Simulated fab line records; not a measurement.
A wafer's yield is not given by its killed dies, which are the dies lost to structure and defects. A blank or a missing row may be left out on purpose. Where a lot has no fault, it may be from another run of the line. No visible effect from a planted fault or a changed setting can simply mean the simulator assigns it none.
Lot-split experiment :: flow sfq line :: route with 325 steps; 5 lots, 23 wafers read

THE SPLIT ITSELF
At SFQ_TRILAYER_I4_VIA_LITHO_PEB_106 (peb time 60 s), the setting peb time s was moved away from the recipe's 60 s on 9 of the 23 wafers read, by -14.6% to +10.3%. For the rest of the wafers, this setting stayed at what the recipe calls for.

BETWEEN THE SPLIT AND THE READING: the file shows 1 step in between
- SFQ_TRILAYER_I4_VIA_LITHO_DEVELOP_105: time 60 s

THE READING
I4.cd nm (the simulator's own value, which no gauge read), in nm, at SFQ_TRILAYER_I4_VIA_BARC_OPEN_VIA_ETCH_146 (etches BARC in O2, target depth 125 nm, time 41.7 s). The file gives no usual value for it. Across the 14 wafers here that went through the recipe, the average is 700.0 nm and the standard deviation 0.97 nm.

wafer: L074.1
tool, chamber at the split: litho track-03, 0
peb time s as run, s: 60
against the recipe: recipe
I4.cd nm, nm: 700.8
against lot-mates on the recipe: -

wafer: L074.5
tool, chamber at the split: litho track-03, 0
peb time s as run, s: 60
against the recipe: recipe
I4.cd nm, nm: 702
against lot-mates on the recipe: -

wafer: L074.6
tool, chamber at the split: litho track-03, 0
peb time s as run, s: 60
against the recipe: recipe
I4.cd nm, nm: 699.9
against lot-mates on the recipe: -

wafer: L076.1
tool, chamber at the split: litho track-01, 0
peb time s as run, s: 65.11
against the recipe: +8.5%
I4.cd nm, nm: 710.7
against lot-mates on the recipe: +9.9

wafer: L076.2
tool, chamber at the split: litho track-01, 0
peb time s as run, s: 60
against the recipe: recipe
I4.cd nm, nm: 701
against lot-mates on the recipe: -

wafer: L076.4
tool, chamber at the split: litho track-01, 0
peb time s as run, s: 60
against the recipe: recipe
I4.cd nm, nm: 700.9
against lot-mates on the recipe: -

wafer: L076.5
tool, chamber at the split: litho track-01, 0
peb time s as run, s: 65.11
against the recipe: +8.5%
I4.cd nm, nm: 712.3
against lot-mates on the recipe: +11.5

wafer: L076.6
tool, chamber at the split: litho track-01, 0
peb time s as run, s: 60
against the recipe: recipe
I4.cd nm, nm: 700.4
against lot-mates on the recipe: -

wafer: L077.2
tool, chamber at the split: litho track-01, 0
peb time s as run, s: 60
against the recipe: recipe
I4.cd nm, nm: 698.3
against lot-mates on the recipe: -

wafer: L077.3
tool, chamber at the split: litho track-01, 0
peb time s as run, s: 66.21
against the recipe: +10.3%
I4.cd nm, nm: 714.3
against lot-mates on the recipe: +15.5

wafer: L077.4
tool, chamber at the split: litho track-01, 0
peb time s as run, s: 66.21
against the recipe: +10.3%
I4.cd nm, nm: 712.9
against lot-mates on the recipe: +14.1

wafer: L077.5
tool, chamber at the split: litho track-01, 0
peb time s as run, s: 60
against the recipe: recipe
I4.cd nm, nm: 699.2
against lot-mates on the recipe: -

wafer: L077.6
tool, chamber at the split: litho track-01, 0
peb time s as run, s: 66.21
against the recipe: +10.3%
I4.cd nm, nm: 713.8
against lot-mates on the recipe: +15.0

wafer: L081.1
tool, chamber at the split: litho track-02, 0
peb time s as run, s: 60
against the recipe: recipe
I4.cd nm, nm: 699.1
against lot-mates on the recipe: -

wafer: L081.2
tool, chamber at the split: litho track-02, 0
peb time s as run, s: 60
against the recipe: recipe
I4.cd nm, nm: 699.2
against lot-mates on the recipe: -

wafer: L081.3
tool, chamber at the split: litho track-02, 0
peb time s as run, s: 51.24
against the recipe: -14.6%
I4.cd nm, nm: 674
against lot-mates on the recipe: -25.1

wafer: L081.4
tool, chamber at the split: litho track-02, 0
peb time s as run, s: 60
against the recipe: recipe
I4.cd nm, nm: 699
against lot-mates on the recipe: -

wafer: L081.5
tool, chamber at the split: litho track-02, 0
peb time s as run, s: 51.24
against the recipe: -14.6%
I4.cd nm, nm: 675.7
against lot-mates on the recipe: -23.4

wafer: L083.1
tool, chamber at the split: litho track-02, 0
peb time s as run, s: 60
against the recipe: recipe
I4.cd nm, nm: 700.7
against lot-mates on the recipe: -

wafer: L083.2
tool, chamber at the split: litho track-02, 0
peb time s as run, s: 60
against the recipe: recipe
I4.cd nm, nm: 699.7
against lot-mates on the recipe: -

wafer: L083.4
tool, chamber at the split: litho track-02, 0
peb time s as run, s: 65.61
against the recipe: +9.3%
I4.cd nm, nm: 713.6
against lot-mates on the recipe: +13.5

wafer: L083.5
tool, chamber at the split: litho track-02, 0
peb time s as run, s: 65.61
against the recipe: +9.3%
I4.cd nm, nm: 714.1
against lot-mates on the recipe: +14.0

wafer: L083.6
tool, chamber at the split: litho track-02, 0
peb time s as run, s: 60
against the recipe: recipe
I4.cd nm, nm: 699.9
against lot-mates on the recipe: -

FIT RESULTS
A straight line over all 23 wafers: I4.cd nm changes by +1.54 nm for each +1% of peb time s; r = +0.99; the points scatter about the line by 1.4 nm.
The same after taking each lot's own level away (the mean of its wafers on the recipe; 23 wafers): +1.53 nm for each +1%; r = +1.00; scatter 1 nm.
According to that fit, moving peb time s by its largest amount changes the reading by 22 nm.
From 698.75 to 700.90 nm: that is the span of the lots' own levels, equal to 2.2 times the standard deviation above.
The two slopes are in agreement: the lot-to-lot level therefore moves the slope only a little.
Check: -21.8 nm against its lot-mates is what the line predicts for one of the wafers moved furthest among these (-14.6%) when that wafer is left out of the fit. Against them it came out at -25.1 nm.

FURTHER SPLITS ON THESE WAFERS
Other splits were also applied to these wafers ahead of the reading. Each is held against what the fit with the lots' levels taken away leaves over:
other split on the same wafers: SFQ_TRILAYER_M3_LITHO_PEB_078 peb time s
wafers away from the commonest value: 9
r with I4.cd nm (lot level and that fit taken away): -0.13

other split on the same wafers: SFQ_TRILAYER_I3_DEP_PECVD_081 time s
wafers away from the commonest value: 8
r with I4.cd nm (lot level and that fit taken away): -0.20

other split on the same wafers: SFQ_TRILAYER_I3_VIA_LITHO_EXPOSE_086 dose mj
wafers away from the commonest value: 8
r with I4.cd nm (lot level and that fit taken away): +0.19

other split on the same wafers: SFQ_TRILAYER_M4_LITHO_COAT_093 spin rpm
wafers away from the commonest value: 10
r with I4.cd nm (lot level and that fit taken away): -0.07

other split on the same wafers: SFQ_TRILAYER_M4_LITHO_EXPOSE_094 dose mj
wafers away from the commonest value: 11
r with I4.cd nm (lot level and that fit taken away): -0.29

THE FILE'S OWN FIT
I4.cd nm changes by +1.52 nm for each +1% of peb time s, r = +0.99.
